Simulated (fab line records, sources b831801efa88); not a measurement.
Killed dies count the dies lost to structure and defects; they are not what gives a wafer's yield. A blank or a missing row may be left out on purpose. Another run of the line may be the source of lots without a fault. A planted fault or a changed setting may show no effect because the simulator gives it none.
Problem report in the 8D (eight disciplines) form, filled by code	flow gf180mcu	the parts of the form that need people (team, actions taken, sign-off) are left out

== 1. THE PROBLEM ==
Wafers free of any fault read 50.1 nm (standard deviation 0.68) for SAB_CVD_00_THK at GF_SAB_THK_MEAS_01, against a mean of 44.0 nm on 6 wafers of 2 lots. Measured from the usual mean, that is -8.9 standard deviations.
Seen first at day 20 08:01 on film-metro-01, wafer L816.2. The record has a number at this step for 42 wafers belonging to 14 lots. Rule for "out" (also "out of limits"): further than 4 standard deviations from the usual mean. The rest of the wafers with a number are treated as sound.

== 2. WHAT IT IS; WHAT IT IS NOT ==
question	is	is not
which readings at this step	SAB_CVD_00_THK	-
which lots	L816, L818	L799, L800, L801, L802, L804, L805, L806, L807, L810, L814, L819, L820
which wafers of those lots	all that have a number	-
read on which gauges	film-metro-01	film-metro-02, film-metro-04
when	from day 20 08:01	up to then (30 sound wafers); but 6 sound wafers of L819, L820 came after

== 3. SUSPECTS, AND WHAT RULES EACH OUT ==
Counting: any tool at a process step up to the reading is kept as a suspect provided that every lot that is out went through it and no sound lot did after the first of them.
- the gauge at GF_SAB_THK_MEAS_01: kept. All the wafers that are out were read on film-metro-01, and no step on other tools shows them out.
- pecvd-02 at GF_SAB_CVD_00 (deposits SiO2 from TEOS, target thk 50 nm, time 4.9302 s): kept. All lots that are out passed through it, beginning with L816 at day 20 07:59, and no sound lot followed; its final sound lot before that point was L810 at day 18 16:40.
The count leaves film-metro-01 at GF_SAB_THK_MEAS_01 and pecvd-02 at GF_SAB_CVD_00.

== 4. THE CAUSE (what the simulator had put in) ==
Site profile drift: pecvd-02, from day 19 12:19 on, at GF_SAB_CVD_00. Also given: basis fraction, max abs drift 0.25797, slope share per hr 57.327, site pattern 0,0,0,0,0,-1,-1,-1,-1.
After counting, 2 suspects remain, this tool included.

== 5. THE EFFECT CHAIN, in route order ==
Each row: a reading whose mean over the struck wafers that have a number lies more than 3 standard deviations from the usual. Scope: only readings with a usual standard deviation given in the record; hours: median across lots of the time from each lot's start at the first step in this table that gives one to its start at this step; sigmas: change in usual standard deviations.
hours	step	reading	usual	on struck wafers	change	sigmas
0	GF_SAB_THK_MEAS_01	SAB_CVD_00_THK	50.1 nm	44.0	-6.1	-8.9
Later steps that measure or inspect, where all struck wafers having a row at the step show a number for every such reading and not one has moved that far: GF_SALICIDE_RS_MEAS_04.

== 6. HOW IT WOULD HAVE BEEN CAUGHT EARLIER ==
In this record the first reading out of limits at a measuring or inspecting step was taken at day 20 08:01, 20 hours after the fault began at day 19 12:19.
An alarm limit of 4 standard deviations would not have fired on the tool readings at GF_SAB_CVD_00 for which the record gives a usual standard deviation, since none of them was out on any struck wafer.
Lots out: 2; of these, L818 started GF_SAB_CVD_00 on pecvd-02 after day 20 08:01. A hold on the tool at that time would have spared it.
